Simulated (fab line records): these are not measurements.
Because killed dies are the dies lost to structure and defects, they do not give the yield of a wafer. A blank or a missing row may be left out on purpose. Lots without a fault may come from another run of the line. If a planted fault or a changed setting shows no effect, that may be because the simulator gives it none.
fab line records	flow gf180mcu
record: lots: 24	wafers: 72	last-day: 34
route steps=602 shown LVPWELL@138 V1@340 M2@366 V2@383 V3@455 V4@478
lots with no fault: from the same line, run without faults
start-h: hours from the record's first day to the start of the lot's first wafer shown	wait-h: hours since the lot's step before	" same as the row above	L1.1+2: several wafers, shown together as one row	- value missing, or start not given	* or withheld: withheld	< > ~ a bound
route shown NAME@n: a module of which the file shows steps, and the number in the route of the first	usual: average and standard deviation across the fault-free wafers	same: alike in all rows	chamber/n: place in a boat	sites: per-site readings	_std_site: how widely they spread, as a standard deviation	_edge_site: outer sites' mean less inner sites'	radius-mm: for every site, how far away it sits from the centre of the wafer	mask NAME#n: copy n	behind: the last tool/chamber to shape the wafer	hold: why the lot went on hold/how many hours it stayed there/how the hold came to an end	device: the transistor (n, p or np) that didn't switch	end of line: tests of these same wafers at the route's end	where a step has no rows: the recipe by itself	killed: count of dies lost to structure and defects at first sort (not the wafer's yield)	map: a wafer's dies, x killed, . not, _ none there
set.NAME: setting as actually run; set.NAME@STEP: the setting as run at that earlier step	model.NAME: the simulator's own value behind a step, which no gauge read
steps of the route over a sample of lots; a table a step, a row a wafer
services: from which hour (start-h, from the record's first day; less than 0 if before it) a tool's chamber was out of use, for how many hours, and why
== steps ==
step: GF_VT_IMPLANT_RS_MEAS_48
recipe: thk-meas-gauge: four-point-probe
usual: LVPWELL_RS: 1203.2/2.7
lot.wafer	tool	chamber	start-h	wait-h	LVPWELL_RS[ohm/sq]
L074.1	film-metro-03	-	155.27	0.1	1201.8
L074.2	"	-	"	"	1202.7
L074.6	"	-	"	"	1201.7
L075.3	film-metro-04	-	161.36	0.1	1205.1
L075.5	"	-	"	"	1204.6
L075.6	"	-	"	"	1200.6
L076.2	film-metro-01	-	169.40	0.1	1205.3
L076.3	"	-	"	"	1205.3
L076.5	"	-	"	"	1205.8
L077.3	film-metro-03	-	178.36	0.1	1204.0
L077.4	"	-	"	"	1203.0
L077.5	"	-	"	"	1203.3
L078.1	film-metro-03	-	184.77	0.1	1203.3
L078.3	"	-	"	"	1202.5
L078.6	"	-	"	"	1202.5
L079.1	film-metro-03	-	190.87	0.1	1207.6
L079.3	"	-	"	"	1207.8
L079.4	"	-	"	"	1204.9
L080.1	film-metro-01	-	198.27	0.1	1201.6
L080.2	"	-	"	"	1201.4
L080.3	"	-	"	"	1200.6
L081.1	film-metro-04	-	209.22	0.1	1203.7
L081.4	"	-	"	"	1207.3
L081.6	"	-	"	"	1203.6
L083.1	film-metro-01	-	216.07	0.1	1203.0
L083.5	"	-	"	"	1200.7
L083.6	"	-	"	"	1203.9
L082.2	film-metro-01	-	217.70	0.1	1198.9
L082.5	"	-	"	"	1197.6
L082.6	"	-	"	"	1197.7
L084.1	film-metro-04	-	233.37	0.1	1207.7
L084.5	"	-	"	"	1205.0
L084.6	"	-	"	"	1208.3
L085.1	film-metro-01	-	241.87	0.1	1202.8
L085.2	"	-	"	"	1206.0
L085.4	"	-	"	"	1205.3
L086.3	film-metro-04	-	243.67	0.1	1205.4
L086.5	"	-	"	"	1207.4
L086.6	"	-	"	"	1205.7
L087.1	film-metro-01	-	249.77	0.1	1197.7
L087.3	"	-	"	"	1197.6
L087.4	"	-	"	"	1197.0
L088.1	film-metro-03	-	257.42	0.1	1206.0
L088.2	"	-	"	"	1205.3
L088.3	"	-	"	"	1203.7
L089.2	film-metro-03	-	265.79	0.1	1204.3
L089.3	"	-	"	"	1203.0
L089.5	"	-	"	"	1204.3
L090.2	film-metro-01	-	267.80	0.1	1209.7
L090.3	"	-	"	"	1200.0
L090.5	"	-	"	"	1202.8
L091.2	film-metro-04	-	272.64	0.1	1203.7
L091.4	"	-	"	"	1203.9
L091.5	"	-	"	"	1202.8
L092.2	film-metro-04	-	278.59	0.1	1203.6
L092.3	"	-	"	"	1202.8
L092.6	"	-	"	"	1204.6
L093.1	film-metro-01	-	283.57	0.1	1204.5
L093.3	"	-	"	"	1204.6
L093.4	"	-	"	"	1203.3
L094.1	film-metro-01	-	298.43	0.1	1201.5
L094.4	"	-	"	"	1201.1
L094.5	"	-	"	"	1202.7
L095.1	film-metro-03	-	299.97	0.1	1202.2
L095.4	"	-	"	"	1202.7
L095.6	"	-	"	"	1202.9
L096.2	film-metro-01	-	305.75	0.1	1198.4
L096.4	"	-	"	"	1199.7
L096.5	"	-	"	"	1198.8
L097.2	film-metro-03	-	313.79	0.1	1203.0
L097.4	"	-	"	"	1200.9
L097.5	"	-	"	"	1199.3
step: GF_V1_BOW_MEAS_05
recipe: mode: bow
usual: V1_BOW: 82/8
lot.wafer	tool	chamber	start-h	wait-h	V1_BOW[um]
L074.1	film-metro-04	-	384.34	0.1	70
L074.2	"	-	"	"	79
L074.6	"	-	"	"	79
L075.3	film-metro-02	-	392.28	0.2	88
L075.5	"	-	"	"	82
L075.6	"	-	"	"	78
L076.2	film-metro-02	-	399.71	0.3	78
L076.3	"	-	"	"	90
L076.5	"	-	"	"	74
L077.3	film-metro-04	-	412.54	0.2	87
L077.4	"	-	"	"	70
L077.5	"	-	"	"	80
L078.1	film-metro-02	-	420.13	0.2	74
L078.3	"	-	"	"	83
L078.6	"	-	"	"	78
L079.1	film-metro-01	-	433.47	0.1	89
L079.3	"	-	"	"	90
L079.4	"	-	"	"	81
L080.1	film-metro-04	-	441.34	0.1	82
L080.2	"	-	"	"	83
L080.3	"	-	"	"	78
L081.1	film-metro-02	-	454.05	0.1	74
L081.4	"	-	"	"	91
L081.6	"	-	"	"	74
L083.1	film-metro-04	-	464.75	0.1	84
L083.5	"	-	"	"	92
L083.6	"	-	"	"	88
L082.2	film-metro-04	-	470.22	0.2	81
L082.5	"	-	"	"	83
L082.6	"	-	"	"	82
L084.1	film-metro-02	-	489.01	0.2	77
L084.5	"	-	"	"	74
L084.6	"	-	"	"	69
L085.1	film-metro-02	-	500.01	0.1	70
L085.2	"	-	"	"	74
L085.4	"	-	"	"	84
L086.3	film-metro-01	-	503.35	0.1	91
L086.5	"	-	"	"	80
L086.6	"	-	"	"	100
L087.1	film-metro-01	-	511.10	0.1	82
L087.3	"	-	"	"	81
L087.4	"	-	"	"	76
L088.1	film-metro-02	-	519.84	0.2	78
L088.2	"	-	"	"	84
L088.3	"	-	"	"	84
L089.2	film-metro-01	-	531.81	0.3	82
L089.3	"	-	"	"	92
L089.5	"	-	"	"	77
L090.2	film-metro-01	-	536.12	0.1	85
L090.3	"	-	"	"	75
L090.5	"	-	"	"	87
L091.2	film-metro-01	-	536.86	0.2	81
L091.4	"	-	"	"	79
L091.5	"	-	"	"	95
L092.2	film-metro-02	-	547.35	0.1	99
L092.3	"	-	"	"	89
L092.6	"	-	"	"	92
L093.1	film-metro-02	-	549.36	0.2	83
L093.3	"	-	"	"	83
L093.4	"	-	"	"	74
L094.1	film-metro-01	-	567.07	0.1	76
L094.4	"	-	"	"	84
L094.5	"	-	"	"	78
L095.1	film-metro-04	-	567.70	0.1	84
L095.4	"	-	"	"	75
L095.6	"	-	"	"	82
L096.2	film-metro-02	-	572.81	0.2	82
L096.4	"	-	"	"	76
L096.5	"	-	"	"	78
L097.2	film-metro-01	-	581.77	0.2	93
L097.4	"	-	"	"	106
L097.5	"	-	"	"	107
step: GF_M2_SPUTTER_04
recipe: material: TiN	target-thk-nm: 50	power-w: 6500	time-s: 41.7	chamber-pressure-pa: 0.4
usual: cathode-dc-power-W: 6500.0/1.2	throttle-valve-pct: 30.3/1.1
lot.wafer	tool	chamber	start-h	wait-h	cathode-dc-power-W	throttle-valve-pct
L074.1	pvd-sputter-01	-	409.21	0.0	6501.4	31.2
L074.2	"	-	"	"	6498.7	29.2
L074.6	"	-	"	"	6500.4	29.0
L075.3	pvd-sputter-01	-	417.47	0.0	6499.6	29.4
L075.5	"	-	"	"	6501.0	31.3
L075.6	"	-	"	"	6497.9	29.5
L076.2	pvd-sputter-01	-	425.02	0.0	6499.4	29.4
L076.3	"	-	"	"	6499.9	28.8
L076.5	"	-	"	"	6500.9	29.4
L077.3	pvd-sputter-02	-	437.49	0.0	6499.7	31.3
L077.4	"	-	"	"	6502.6	31.0
L077.5	"	-	"	"	6498.7	29.3
L078.1	pvd-sputter-02	-	446.10	0.0	6501.6	31.9
L078.3	"	-	"	"	6499.4	29.2
L078.6	"	-	"	"	6502.5	30.9
L079.1	pvd-sputter-02	-	459.67	0.0	6501.2	31.4
L079.3	"	-	"	"	6498.7	31.0
L079.4	"	-	"	"	6499.8	29.8
L080.1	pvd-sputter-04	-	467.84	0.0	6499.6	30.4
L080.2	"	-	"	"	6500.2	30.8
L080.3	"	-	"	"	6497.2	28.4
L081.1	pvd-sputter-02	-	480.08	0.0	6502.3	31.3
L081.4	"	-	"	"	6499.2	31.5
L081.6	"	-	"	"	6500.9	29.3
L083.1	pvd-sputter-01	-	490.94	0.0	6500.1	29.5
L083.5	"	-	"	"	6500.5	28.7
L083.6	"	-	"	"	6498.7	31.4
L082.2	pvd-sputter-04	-	496.73	0.0	6498.3	30.3
L082.5	"	-	"	"	6496.9	31.0
L082.6	"	-	"	"	6501.0	28.4
L084.1	pvd-sputter-04	-	514.48	0.0	6498.7	28.4
L084.5	"	-	"	"	6499.9	31.0
L084.6	"	-	"	"	6499.9	29.5
L085.1	pvd-sputter-02	-	525.02	0.0	6500.0	30.8
L085.2	"	-	"	"	6500.2	31.2
L085.4	"	-	"	"	6498.5	31.6
L086.3	pvd-sputter-04	-	528.39	0.0	6500.8	28.6
L086.5	"	-	"	"	6499.7	28.4
L086.6	"	-	"	"	6501.7	31.0
L087.1	pvd-sputter-02	-	536.23	0.0	6499.9	31.9
L087.3	"	-	"	"	6500.9	31.2
L087.4	"	-	"	"	6501.7	29.8
L088.1	pvd-sputter-02	-	544.65	0.0	6500.5	29.5
L088.2	"	-	"	"	6502.5	31.2
L088.3	"	-	"	"	6498.6	31.7
L089.2	pvd-sputter-04	-	555.80	0.0	6500.6	30.4
L089.3	"	-	"	"	6499.4	30.9
L089.5	"	-	"	"	6502.3	28.6
L090.2	pvd-sputter-02	-	559.70	0.0	6498.1	31.4
L090.3	"	-	"	"	6500.4	31.5
L090.5	"	-	"	"	6500.3	30.7
L091.2	pvd-sputter-01	-	561.30	0.0	6500.7	31.7
L091.4	"	-	"	"	6498.8	29.0
L091.5	"	-	"	"	6500.0	29.1
L092.2	pvd-sputter-02	-	571.13	0.0	6500.6	31.2
L092.3	"	-	"	"	6500.5	29.2
L092.6	"	-	"	"	6499.7	31.1
L093.1	pvd-sputter-02	-	573.57	0.0	6498.3	31.0
L093.3	"	-	"	"	6497.6	31.5
L093.4	"	-	"	"	6500.6	29.4
L094.1	pvd-sputter-04	-	590.28	0.0	6498.2	29.7
L094.4	"	-	"	"	6500.1	28.6
L094.5	"	-	"	"	6499.1	29.7
L095.1	pvd-sputter-02	-	591.26	0.0	6500.1	30.7
L095.4	"	-	"	"	6500.2	31.2
L095.6	"	-	"	"	6499.7	31.1
L096.2	pvd-sputter-04	-	596.80	0.0	6499.0	28.4
L096.4	"	-	"	"	6499.7	28.4
L096.5	"	-	"	"	6499.3	31.2
L097.2	pvd-sputter-04	-	605.25	0.0	6499.7	28.6
L097.4	"	-	"	"	6499.7	31.2
L097.5	"	-	"	"	6502.9	28.5
step: GF_V2_THK_MEAS_01
recipe: reads: SiO2_of_V2_CVD_00
usual: V2_CVD_00_THK: 597/5.1
lot.wafer	tool	chamber	start-h	wait-h	V2_CVD_00_THK[nm]
L074.1	film-metro-01	-	434.35	0.0	593
L074.2	"	-	"	"	598
L074.6	"	-	"	"	597
L075.3	film-metro-03	-	442.78	0.1	602
L075.5	"	-	"	"	612
L075.6	"	-	"	"	598
L076.2	film-metro-01	-	449.84	0.0	602
L076.3	"	-	"	"	600
L076.5	"	-	"	"	595
L077.3	film-metro-01	-	462.58	0.1	597
L077.4	"	-	"	"	591
L077.5	"	-	"	"	597
L078.1	film-metro-03	-	471.70	0.0	599
L078.3	"	-	"	"	599
L078.6	"	-	"	"	592
L079.1	film-metro-04	-	484.16	0.0	595
L079.3	"	-	"	"	594
L079.4	"	-	"	"	592
L080.1	film-metro-01	-	493.25	0.0	589
L080.2	"	-	"	"	593
L080.3	"	-	"	"	585
L081.1	film-metro-01	-	504.87	0.0	596
L081.4	"	-	"	"	595
L081.6	"	-	"	"	599
L083.1	film-metro-01	-	515.14	0.0	599
L083.5	"	-	"	"	598
L083.6	"	-	"	"	599
L082.2	film-metro-03	-	520.38	0.0	607
L082.5	"	-	"	"	599
L082.6	"	-	"	"	605
L084.1	film-metro-03	-	538.62	0.0	594
L084.5	"	-	"	"	600
L084.6	"	-	"	"	603
L085.1	film-metro-04	-	548.30	0.0	589
L085.2	"	-	"	"	592
L085.4	"	-	"	"	591
L086.3	film-metro-03	-	552.03	0.1	597
L086.5	"	-	"	"	602
L086.6	"	-	"	"	597
L087.1	film-metro-01	-	559.57	0.0	588
L087.3	"	-	"	"	590
L087.4	"	-	"	"	597
L088.1	film-metro-01	-	567.56	0.0	594
L088.2	"	-	"	"	591
L088.3	"	-	"	"	597
L089.2	film-metro-01	-	578.25	0.0	603
L089.3	"	-	"	"	601
L089.5	"	-	"	"	605
L090.2	film-metro-04	-	583.45	0.0	603
L090.3	"	-	"	"	592
L090.5	"	-	"	"	592
L091.2	film-metro-04	-	584.27	0.0	595
L091.4	"	-	"	"	592
L091.5	"	-	"	"	598
L092.2	film-metro-03	-	593.89	0.0	598
L092.3	"	-	"	"	593
L092.6	"	-	"	"	603
L093.1	film-metro-03	-	596.37	0.0	593
L093.3	"	-	"	"	598
L093.4	"	-	"	"	599
L094.1	film-metro-01	-	611.44	0.0	601
L094.4	"	-	"	"	601
L094.5	"	-	"	"	601
L095.1	film-metro-03	-	612.55	0.0	597
L095.4	"	-	"	"	592
L095.6	"	-	"	"	594
L096.2	film-metro-01	-	618.27	0.0	604
L096.4	"	-	"	"	609
L096.5	"	-	"	"	608
L097.2	film-metro-04	-	626.96	0.0	610
L097.4	"	-	"	"	607
L097.5	"	-	"	"	604
step: GF_V3_CMP_26
recipe: stop-on: SiO2	down-force-psi: 3.5	platen-rpm: 60	t-overpolish-s: 15	target-thk-nm: 0	pad-velocity-m-s: 0.94248
usual: motor-current-A: 11.3/1	overpolish-run-s: 15.001/0.0099	platen-rpm: 60.00/0.037	time-to-endpoint-s: 86/3.2
lot.wafer	tool	chamber	start-h	wait-h	motor-current-A	overpolish-run-s	platen-rpm	time-to-endpoint-s
L074.2	cmp-02	0	511.42	0.0	12.0	15.006	60.04	83
L074.1	"	2	"	"	11.7	15.012	59.96	84
L074.6	"	1	"	"	11.8	15.010	60.04	82
L075.3	cmp-02	0	519.55	0.2	12.0	15.000	60.04	85
L075.6	"	1	"	"	11.5	15.014	60.07	88
L075.5	"	2	"	"	12.3	15.013	60.03	88
L076.3	cmp-01	3	525.97	0.0	11.7	15.000	60.04	87
L076.2	"	0	"	"	10.3	14.982	59.96	88
L076.5	"	3	"	"	11.3	15.003	60.00	86
L077.3	cmp-01	1	538.24	0.1	10.7	14.973	60.04	83
L077.4	"	2	"	"	10.2	15.010	59.97	81
L077.5	"	0	"	"	10.5	14.991	60.03	82
L078.1	cmp-01	1	547.59	0.1	10.7	15.004	60.04	84
L078.3	"	2	"	"	10.2	15.006	59.93	83
L078.6	"	3	"	"	11.8	15.004	59.96	87
L079.4	cmp-02	2	557.97	0.0	11.8	15.007	60.01	84
L079.1	"	3	"	"	13.1	14.991	59.95	83
L079.3	"	1	"	"	11.6	15.021	60.02	86
L080.3	cmp-02	2	566.90	0.0	12.5	15.002	59.98	89
L080.1	"	3	"	"	13.1	14.988	59.99	85
L080.2	"	0	"	"	11.8	15.005	59.99	86
L081.4	cmp-01	1	577.89	0.1	10.8	15.003	59.99	84
L081.1	"	2	"	"	10.2	15.000	59.97	82
L081.6	"	3	"	"	11.2	15.006	59.96	87
L083.1	cmp-01	1	587.64	0.2	10.4	14.990	59.98	84
L083.6	"	2	"	"	10.6	15.003	59.95	89
L083.5	"	3	"	"	11.8	15.022	60.03	84
L082.2	cmp-02	2	591.94	0.1	12.4	15.016	60.00	90
L082.6	"	1	"	"	11.5	14.977	60.02	89
L082.5	"	2	"	"	12.4	14.988	59.97	88
L084.1	cmp-01	1	608.62	0.1	10.5	14.996	59.98	83
L084.5	"	3	"	"	11.8	14.980	59.96	84
L084.6	"	0	"	"	10.1	14.987	59.95	83
L085.2	cmp-01	3	618.66	0.2	12.0	15.010	59.95	83
L085.1	"	0	"	"	10.4	15.002	60.04	89
L085.4	"	1	"	"	10.4	15.000	60.04	82
L086.3	cmp-02	2	620.39	0.1	13.2	15.013	59.98	83
L086.5	"	0	"	"	12.3	15.007	60.01	86
L086.6	"	1	"	"	11.9	14.999	60.03	91
L087.3	cmp-02	2	628.79	0.0	12.4	14.994	60.01	86
L087.4	"	3	"	"	12.8	15.001	59.95	82
L087.1	"	1	"	"	11.6	14.999	60.06	88
L088.1	cmp-01	0	636.10	0.1	10.2	14.992	59.99	85
L088.2	"	2	"	"	10.4	14.991	60.04	85
L088.3	"	3	"	"	11.1	14.994	60.01	84
L089.3	cmp-01	3	645.49	0.1	12.5	15.005	59.97	86
L089.2	"	1	"	"	10.4	15.009	60.03	90
L089.5	"	2	"	"	10.3	14.989	59.96	85
L090.2	cmp-01	0	650.07	0.1	10.0	15.003	60.03	89
L090.3	"	2	"	"	10.2	14.995	60.01	90
L090.5	"	3	"	"	11.9	15.008	59.90	88
L091.4	cmp-02	1	650.93	0.0	11.7	14.999	60.01	86
L091.2	"	3	"	"	12.7	14.989	59.98	83
L091.5	"	1	"	"	11.3	14.997	59.96	83
L092.2	cmp-02	2	659.53	0.0	12.1	15.006	60.01	81
L092.3	"	3	"	"	13.7	14.992	60.01	80
L092.6	"	2	"	"	12.9	15.006	59.95	79
L093.3	cmp-01	0	662.10	0.0	9.7	15.014	60.05	92
L093.4	"	1	"	"	10.8	15.028	60.00	87
L093.1	"	2	"	"	10.0	15.017	60.02	87
L094.4	cmp-01	1	676.12	0.1	10.8	15.001	59.98	87
L094.1	"	2	"	"	10.3	15.013	60.02	88
L094.5	"	0	"	"	9.9	15.001	59.99	88
L095.4	cmp-01	2	677.81	0.1	10.3	14.988	60.06	90
L095.1	"	3	"	"	12.2	15.004	59.99	89
L095.6	"	1	"	"	10.9	14.989	60.00	87
L096.2	cmp-01	3	682.25	0.0	11.4	15.000	59.99	91
L096.4	"	1	"	"	10.5	14.998	59.93	88
L096.5	"	3	"	"	11.4	15.005	59.99	88
L097.4	cmp-01	1	688.84	0.0	10.5	14.996	59.93	91
L097.2	"	2	"	"	10.4	14.996	60.00	88
L097.5	"	1	"	"	11.1	14.998	59.97	89
step: GF_V4_CVD_02
recipe: material: SiO2	target-thk-nm: 850	precursor: TEOS	temp-c: 400	time-s: 94.851	rf-w: 600
usual: heater-power-w: 736/160
lot.wafer	tool	chamber	start-h	wait-h	heater-power-w
L074.1	pecvd-01	0	536.51	0.1	804
L074.2	"	2	"	"	947
L074.6	"	0	"	"	809
L075.3	pecvd-03	1	543.42	0.0	1038
L075.5	"	2	"	"	461
L075.6	"	0	"	"	522
L076.2	pecvd-03	1	550.28	0.0	866
L076.3	"	2	"	"	565
L076.5	"	2	"	"	595
L077.3	pecvd-03	1	562.56	0.0	1032
L077.4	"	2	"	"	577
L077.5	"	0	"	"	599
L078.1	pecvd-03	2	570.28	0.1	533
L078.3	"	1	"	"	1005
L078.6	"	2	"	"	576
L079.1	pecvd-01	0	581.02	0.1	850
L079.3	"	1	"	"	695
L079.4	"	0	"	"	864
L080.1	pecvd-03	1	590.15	0.1	897
L080.2	"	2	"	"	513
L080.3	"	0	"	"	629
L081.1	pecvd-01	1	601.13	0.1	689
L081.4	"	2	"	"	871
L081.6	"	0	"	"	714
L083.1	pecvd-03	2	610.54	0.1	540
L083.5	"	0	"	"	519
L083.6	"	2	"	"	571
L082.2	pecvd-03	1	614.50	0.0	994
L082.5	"	1	"	"	1039
L082.6	"	0	"	"	503
L084.1	pecvd-02	0	631.12	0.1	751
L084.5	"	2	"	"	745
L084.6	"	0	"	"	604
L085.1	pecvd-03	1	640.56	0.1	977
L085.2	"	0	"	"	578
L085.4	"	2	"	"	584
L086.3	pecvd-02	2	641.66	0.0	798
L086.5	"	2	"	"	824
L086.6	"	1	"	"	546
L087.1	pecvd-03	2	649.87	0.1	582
L087.3	"	0	"	"	597
L087.4	"	0	"	"	629
L088.1	pecvd-03	1	657.14	0.1	1004
L088.2	"	2	"	"	580
L088.3	"	1	"	"	1048
L089.2	pecvd-02	0	665.87	0.0	715
L089.3	"	1	"	"	619
L089.5	"	1	"	"	668
L090.2	pecvd-01	1	670.73	0.0	709
L090.3	"	2	"	"	828
L090.5	"	2	"	"	849
L091.2	pecvd-03	1	671.34	0.0	1024
L091.4	"	2	"	"	526
L091.5	"	1	"	"	868
L092.2	pecvd-01	0	680.36	0.0	798
L092.3	"	2	"	"	858
L092.6	"	0	"	"	865
L093.1	pecvd-02	2	683.11	0.1	756
L093.3	"	1	"	"	639
L093.4	"	2	"	"	786
L094.1	pecvd-02	1	695.81	0.1	580
L094.4	"	0	"	"	734
L094.5	"	2	"	"	770
L095.1	pecvd-02	0	698.04	0.1	717
L095.4	"	2	"	"	667
L095.6	"	0	"	"	745
L096.2	pecvd-01	0	701.93	0.0	751
L096.4	"	2	"	"	906
L096.5	"	0	"	"	812
L097.2	pecvd-01	0	708.23	0.0	823
L097.4	"	0	"	"	839
L097.5	"	0	"	"	726
== services ==
tool	chamber	start-h	hours	kind
cmp-01	-	390.64	2.6	repair
pecvd-03	-	395.63	4.6	repair
pecvd-02	-	396.28	2.8	pm
cmp-01	-	404.00	4.0	pm
pvd-sputter-04	-	423.14	9.5	repair
pvd-sputter-02	-	428.46	3.7	repair
pvd-sputter-04	-	432.60	17.3	repair
pecvd-02	0	456.73	27.0	repair
pecvd-03	-	459.70	1.2	repair
cmp-02	-	468.27	1.8	repair
pvd-sputter-02	-	480.82	3.8	repair
cmp-02	-	489.92	1.1	repair
pvd-sputter-02	-	527.22	1.4	repair
cmp-02	-	528.55	3.5	repair
cmp-02	-	537.57	0.9	repair
cmp-01	-	540.44	3.9	pm
cmp-01	-	555.30	1.2	repair
cmp-02	-	572.00	4.0	pm
pecvd-03	-	592.30	14.6	pm
pecvd-03	1	616.55	10.6	repair
pecvd-03	0	662.97	17.0	repair
pecvd-01	1	663.47	5.2	repair
cmp-01	-	690.61	1.9	repair
pecvd-01	1	707.27	16.0	repair
== key ==
fault none
